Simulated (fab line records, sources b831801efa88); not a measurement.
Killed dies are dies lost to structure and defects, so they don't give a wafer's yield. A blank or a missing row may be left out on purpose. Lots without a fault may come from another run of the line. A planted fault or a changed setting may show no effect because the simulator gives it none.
fab line records | flow sfq_line
record lots=5 wafers=15 last_day=85
route steps=325 shown M3@122 I3@133
lots that met no fault: from a run of the same line without faults
start_h: hours from the record's first day to the start of the lot's first wafer shown | wait_h: hours since the lot's step before | " the same as in the row above | L1.1+2: a row that stands for several wafers | - no value, or no start given | * or withheld: withheld | < > ~ a bound
route shown NAME@n: a module of which the file shows steps, and the number in the route of the first | usual: mean/standard deviation of fault-free wafers | same: alike in all rows | chamber/n: place in a boat | sites: the reading at each site | _std_site: their standard deviation | _edge_site: outer sites' mean less inner sites' | radius_mm: how far each site lies from the wafer's centre | mask NAME#n: copy n | behind: the tool/chamber that last shaped the wafer | hold: why the lot was held/for how many hours/how that ended | device: the transistor (n, p or np) that didn't switch | end of line: the same wafers' tests at the end of the route | a step without rows: its recipe alone | killed: dies lost to structure and defects at the first sort, not the wafer's yield | map: a wafer's dies, x killed, . not, _ none there
set.NAME: the setting as run; set.NAME@STEP: as run at that earlier step | model.NAME: the simulator's own value behind a step, which no gauge read
lots at some steps of the route; a table a step, a row a wafer
services: from which hour (start_h, from the record's first day; less than 0 if before it) a tool's chamber was out of use, for how many hours, and why
## steps
# step SFQ_TRILAYER_M3_LITHO_COAT_080
# recipe resist=BARC spin_rpm=3000 resist_thk_nm=62
# step SFQ_TRILAYER_M3_LITHO_COAT_075
# recipe resist=KrF spin_rpm=3000 resist_thk_nm=600
# step SFQ_TRILAYER_M3_LITHO_SOFTBAKE_079
# recipe temp_c=withheld time_s=withheld resist=KrF
# step SFQ_TRILAYER_M3_LITHO_EXPOSE_076
# recipe mask_id=M3 na=0.6 source_shape=conventional sigma_outer=0.65 target_cd_nm=500 dose_mj=14.4
# step SFQ_TRILAYER_M3_LITHO_PEB_078
# recipe peb_temp_c=115 peb_time_s=60 resist=KrF
# step SFQ_TRILAYER_M3_LITHO_DEVELOP_077
# recipe time_s=60 resist=KrF
# step SFQ_M3_OVL_MEAS_921
# usual M3_OVL=-1/5.6
# columns lot.wafer tool chamber start_h wait_h M3_OVL[nm]
L309.3 overlay-02 - 1077.27 0.1 -6
L309.4 " - " " -1
L309.6 " - " " -3
L311.1 overlay-01 - 1100.06 0.1 -1
L311.3 " - " " -6
L311.5 " - " " -7
L314.2 overlay-01 - 1137.65 0.1 -6
L314.3 " - " " -6
L314.5 " - " " -4
L321.3 overlay-02 - 1158.05 0.1 4
L321.4 " - " " -2
L321.5 " - " " 0
L325.2 overlay-02 - 1166.62 0.1 -10
L325.3 " - " " -10
L325.4 " - " " 1
# step SFQ_TRILAYER_M3_BARC_OPEN_METAL_ETCH_100
# recipe mask_material=PR chemistry=O2 target_depth_nm=125 target=BARC icp_w=600 bias_w=80 pressure_mtorr=10 time_s=41.7
# usual bias_w=79.98/0.24 drypump_motor_current_A=5.7/0.46 oes_product_au=0.685/0.0051 rf_fwd_power_W=591/3.7
# columns lot.wafer tool chamber start_h wait_h bias_w drypump_motor_current_A oes_product_au rf_fwd_power_W rf_hours_counter_h
L309.3 rie_metal-04 1 1077.31 0.0 79.95 5.5 0.682 585 -
L309.4 " 0 " " 79.94 5.8 0.676 597 -
L309.6 " 1 " " 79.87 5.5 0.683 589 -
L311.1 rie_metal-04 1 1100.09 0.0 79.86 5.5 0.683 590 60
L311.3 " 1 " " 79.55 5.5 0.695 587 -
L311.5 " 1 " " 80.09 5.5 0.690 587 -
L314.2 rie_metal-02 1 1137.68 0.0 79.89 5.4 0.674 595 110
L314.3 " 1 " " 79.85 5.4 0.685 594 -
L314.5 " 0 " " 79.75 6.7 0.688 589 -
L321.3 rie_metal-02 0 1158.10 0.0 79.99 6.7 0.678 589 -
L321.4 " 1 " " 80.17 5.4 0.678 591 -
L321.5 " 1 " " 80.15 5.4 0.693 591 -
L325.2 rie_metal-03 1 1166.65 0.0 80.42 6.0 0.680 592 11
L325.3 " 0 " " 80.04 5.2 0.688 587 -
L325.4 " 1 " " 80.17 6.0 0.685 595 -
# step SFQ_TRILAYER_M3_ETCH_METAL_ETCH_078
# recipe target=Nb stop_on=SiO2 mask_material=PR chemistry=Cl2/Ar target_depth_nm=240 icp_w=600 bias_w=80 pressure_mtorr=10 time_s=120
# usual bias_w=80.05/0.24 drypump_motor_current_A=5.7/0.46 oes_product_au=0.894/0.008 rf_fwd_power_W=596.1/2.5
# columns lot.wafer tool chamber start_h wait_h bias_w drypump_motor_current_A oes_product_au rf_fwd_power_W rf_hours_counter_h
L309.3 rie_metal-04 1 1077.39 0.1 80.07 5.5 0.896 591.3 -
L309.4 " 0 " " 79.74 5.8 0.898 597.7 -
L309.6 " 1 " " 79.81 5.5 0.896 595.2 -
L311.1 rie_metal-04 1 1100.15 0.0 79.63 5.5 0.906 594.0 60
L311.3 " 1 " " 80.30 5.5 0.896 594.6 -
L311.5 " 1 " " 80.01 5.5 0.908 593.4 -
L314.2 rie_metal-02 1 1137.74 0.0 80.57 5.4 0.889 593.0 110
L314.3 " 1 " " 79.95 5.4 0.892 595.1 -
L314.5 " 0 " " 79.96 6.7 0.881 595.8 -
L321.3 rie_metal-02 0 1158.18 0.1 80.47 6.7 0.883 594.5 -
L321.4 " 1 " " 80.00 5.4 0.898 594.6 -
L321.5 " 1 " " 79.79 5.4 0.896 596.0 -
L325.2 rie_metal-03 1 1166.71 0.0 80.09 6.0 0.892 597.8 11
L325.3 " 0 " " 80.66 5.2 0.896 593.7 -
L325.4 " 1 " " 80.14 6.0 0.901 597.2 -
# step SFQ_TRILAYER_M3_STRIP_STRIP_079
# recipe gas=O2 power_w=200 platen_temp_c=40.75 overash_fraction=0.65 chemistry=O2 pressure_mtorr=50
# usual drypump_motor_current_A=5.7/0.45 oes_product_au=0.997/0.0084
# same overash_fraction=0.65
# columns lot.wafer tool chamber start_h wait_h drypump_motor_current_A oes_product_au rf_hours_counter_h
L309.3 rie_metal-04 1 1077.68 0.2 5.5 0.983 -
L309.4 " 0 " " 5.8 0.996 -
L309.6 " 1 " " 5.5 0.990 -
L311.1 rie_metal-04 1 1100.28 0.1 5.5 0.991 61
L311.3 " 1 " " 5.5 0.992 -
L311.5 " 1 " " 5.5 0.988 -
L314.2 rie_metal-02 1 1137.86 0.1 5.4 0.991 110
L314.3 " 1 " " 5.4 1.002 -
L314.5 " 0 " " 6.7 1.003 -
L321.3 rie_metal-02 0 1158.46 0.2 6.7 0.985 -
L321.4 " 1 " " 5.4 0.983 -
L321.5 " 1 " " 5.4 0.996 -
L325.2 rie_metal-03 1 1166.84 0.1 6.0 0.999 11
L325.3 " 0 " " 5.2 1.014 -
L325.4 " 1 " " 5.9 1.004 -
# step SFQ_TRILAYER_M3_STRIP_SOLV_CLEAN_080
# recipe chemistry=NMP temp_c=70 time_s=600
# step SFQ_TRILAYER_I3_DEP_PECVD_081
# recipe material=SiO2 temp_c=150 time_s=111.11 pressure_torr=2.4 rf_w=183.3 precursor=SiH4/N2O target_thk_nm=500
# usual heater_power_w=83/15 rf_fwd_power_W=182.3/0.58 throttle_valve_pct=25.0/2
# columns lot.wafer tool chamber start_h wait_h heater_power_w rf_fwd_power_W throttle_valve_pct
L309.3 pecvd-01 2 1078.25 0.0 59 181.6 25.2
L309.4 " 1 " " 81 182.1 23.2
L309.6 " 0 " " 77 181.5 28.1
L311.1 pecvd-04 0 1101.05 0.0 82 182.4 24.7
L311.3 " 1 " " 70 182.2 26.6
L311.5 " 1 " " 74 183.8 26.7
L314.2 pecvd-04 0 1138.64 0.0 83 182.0 24.8
L314.3 " 2 " " 113 182.5 26.3
L314.5 " 0 " " 85 182.6 24.8
L321.3 pecvd-01 2 1159.04 0.0 69 181.5 25.1
L321.4 " 2 " " 70 181.4 25.2
L321.5 " 1 " " 79 181.3 23.7
L325.2 pecvd-04 0 1167.61 0.0 84 182.4 24.5
L325.3 " 1 " " 62 182.6 26.7
L325.4 " 0 " " 71 182.2 24.9
# step SFQ_TRILAYER_I3_CMP_CMP_082
# recipe material=SiO2 down_force_psi=3 platen_rpm=60.58 pad_velocity_m_s=0.94248
# usual head_pressure_psi=3.000/0.0065 motor_current_A=10.1/0.73 time_to_endpoint_s=213/8.8
# columns lot.wafer tool chamber start_h wait_h head_pressure_psi motor_current_A time_to_endpoint_s
L309.3 cmp-01 3 1083.53 5.2 2.995 10.1 221
L309.4 " 1 1084.53 6.2 2.991 10.3 221
L309.6 " 3 1085.53 7.2 3.000 9.8 222
L311.1 cmp-01 1 1103.05 2.0 2.998 10.6 215
L311.3 " 0 1104.55 3.5 3.001 11.3 208
L311.5 " 2 1105.55 4.4 2.996 10.5 216
L314.2 cmp-01 0 1139.28 0.6 2.999 10.1 200
L314.3 " 1 " " 3.132 10.5 198
L314.5 " 0 1141.28 2.6 3.000 11.8 197
L321.3 cmp-02 3 1167.78 8.7 2.992 10.7 210
L321.4 " 0 " " 3.002 10.1 222
L321.5 " 3 1169.78 10.7 3.000 10.5 222
L325.4 cmp-02 0 1177.01 9.3 2.999 10.5 210
L325.3 " 2 1178.01 10.4 2.989 8.7 218
L325.2 " 3 " " 2.999 10.9 207
# step SFQ_I3_BOW_MEAS_922
# recipe mode=bow
# usual I3_BOW=3/7.6
# columns lot.wafer tool chamber start_h wait_h I3_BOW[um]
L309.3 film_metro-01 - 1086.57 2.5 1
L309.4 " - " " 18
L309.6 " - " " 2
L311.1 film_metro-01 - 1106.05 2.5 9
L311.3 " - " " 7
L311.5 " - " " -2
L314.2 film_metro-01 - 1142.30 2.5 0
L314.3 " - " " -2
L314.5 " - " " 0
L321.3 film_metro-04 - 1170.82 2.5 3
L321.4 " - " " -5
L321.5 " - " " 8
L325.2 film_metro-02 - 1180.03 1.0 1
L325.3 " - " " -8
L325.4 " - " " -2
## services
# columns tool chamber start_h hours kind
rie_metal-03 1 1075.25 - clean
rie_metal-03 1 1075.25 23.2 scheduled_down
rie_metal-03 1 1075.25 23.2 vent_cycle
cmp-02 - 1090.93 4.0 pm
rie_metal-02 - 1093.76 2.8 pm
cmp-02 - 1094.93 - consumable_replace:conditioner
cmp-02 - 1094.93 - consumable_replace:pad
rie_metal-02 0 1096.82 3.3 repair
cmp-02 - 1165.97 1.3 repair
pecvd-01 - 1169.78 0.9 repair
## key
first_sign step=SFQ_TRILAYER_I3_CMP_CMP_082 reading=head_pressure_psi direction=up sigmas=20 usual=3.000 struck=3.132
effect none on later readings
met_at SFQ_TRILAYER_I3_CMP_CMP_082
struck_wafers L314.3
onset_between 1103.05 1139.28
fault kind=process_parameter_drift tool=cmp-01 chamber=1 onset_h=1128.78 steps=SFQ_TRILAYER_I3_CMP_CMP_082 channel=down_force_psi offset=0.14377 shape=step end_h=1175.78 acts_in=these_recipes_only stated=3
